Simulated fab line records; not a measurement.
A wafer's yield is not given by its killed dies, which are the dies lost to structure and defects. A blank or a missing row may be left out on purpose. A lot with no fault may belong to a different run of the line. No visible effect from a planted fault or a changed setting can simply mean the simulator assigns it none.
The same fault as seen by 2 desks :: flow sky130 :: each desk holds nothing but its own numbers, with what lay behind them at the end

== THE TOOL OWNER'S DESK: rie_metal-04 ==
The tool's own readings at SKY_METAL1_METAL_ETCH_19 (etches the open film in Cl2/BCl3, stops on SiO2, target depth 360 nm, time 78 s): means of the sampled wafers that have a number, for each lot that ran on this tool. If a lot's mean is further than 4 standard deviations from the usual mean, the lot is out of limits and carries the mark OUT (the distance appears in the brackets).
Columns: A = bias_w at SKY_METAL1_METAL_ETCH_19, usual 48.51 W; B = drypump_motor_current_A at SKY_METAL1_METAL_ETCH_19, usual 5.8 A; C = oes_product_au at SKY_METAL1_METAL_ETCH_19, usual 0.855 a.u.; D = rf_fwd_power_W at SKY_METAL1_METAL_ETCH_19, usual 892 W; E = throttle_valve_pct at SKY_METAL1_METAL_ETCH_19, usual 22.264 %
lot: L317
first seen here: day 32 10:19
A: 48.44
B: 5.2
C: 0.858
D: 895
E: 22.260

lot: L320
first seen here: day 34 13:22
A: 48.54
B: 5.1
C: 0.855
D: 895
E: 22.270

lot: L319
first seen here: day 34 16:04
A: 48.67
B: 5.2
C: 0.851
D: 891
E: 22.271

lot: L325
first seen here: day 35 03:49
A: 48.49
B: 5.0
C: 0.847
D: 895
E: 22.264

lot: L336
first seen here: day 38 23:50
A: 47.68 (-5.5) OUT
B: 5.2
C: 0.859
D: 892
E: 22.266
This desk's finding: out of limits on L336; first on L336, day 38 23:50 (bias_w at SKY_METAL1_METAL_ETCH_19). Within limits: L317, L320, L319, L325.

== FROM THE METROLOGY DESK ==
Means of the sampled wafers that have a number, per lot and without regard to the tool the lot ran on: this is what the gauges read. If a lot's mean is further than 4 standard deviations from the usual mean, the lot is out of limits and carries the mark OUT (the distance appears in the brackets).
Columns: A = CONTACT_BOW at SKY_CONTACT_BOW_MEAS_05, usual 81 um; B = cd_nm at SKY_METAL1_CD_MEAS_15, usual 139.6 nm
lot: L317
first seen here: day 30 00:17
A: 86
B: 140.3

lot: L320
first seen here: day 32 07:31
A: 82
B: 140.4

lot: L321
first seen here: day 32 07:52
A: 82
B: 140.0

lot: L319
first seen here: day 32 08:29
A: 86
B: 141.1

lot: L322
first seen here: day 32 08:29
A: 89
B: 141.0

lot: L323
first seen here: day 32 13:40
A: 82
B: 138.8

lot: L324
first seen here: day 32 19:27
A: 84
B: 136.8

lot: L325
first seen here: day 32 20:53
A: 79
B: 139.9

lot: L327
first seen here: day 33 18:36
A: 78
B: 141.3

lot: L328
first seen here: day 34 07:19
A: 83
B: 137.0

lot: L329
first seen here: day 34 20:31
A: 78
B: 139.6

lot: L336
first seen here: day 36 19:28
A: 80
B: 139.2
Result from this desk: across the 12 lots, nothing is out of limits.

== ALL TOGETHER ==
At day 38 23:50, on L336, the tool owner's desk was in a position to raise an alarm.
Nothing out of limits was seen by the metrology desk.
The metrology desk holds a record of L336, inside its limits.
SKY_METAL1_METAL_ETCH_19 was run on rie_metal-04 by each of the lots named.

== WHAT HAD BEEN PUT IN BY THE SIMULATOR ==
rie_metal-04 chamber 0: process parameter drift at SKY_METAL1_METAL_ETCH_19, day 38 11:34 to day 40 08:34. Setting bias_w, moved by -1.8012, from 48.5. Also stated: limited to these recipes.
Shown lots that were struck: L336.
Each desk's first reading out of limits, in hours after the fault started: the tool owner's desk, 12.
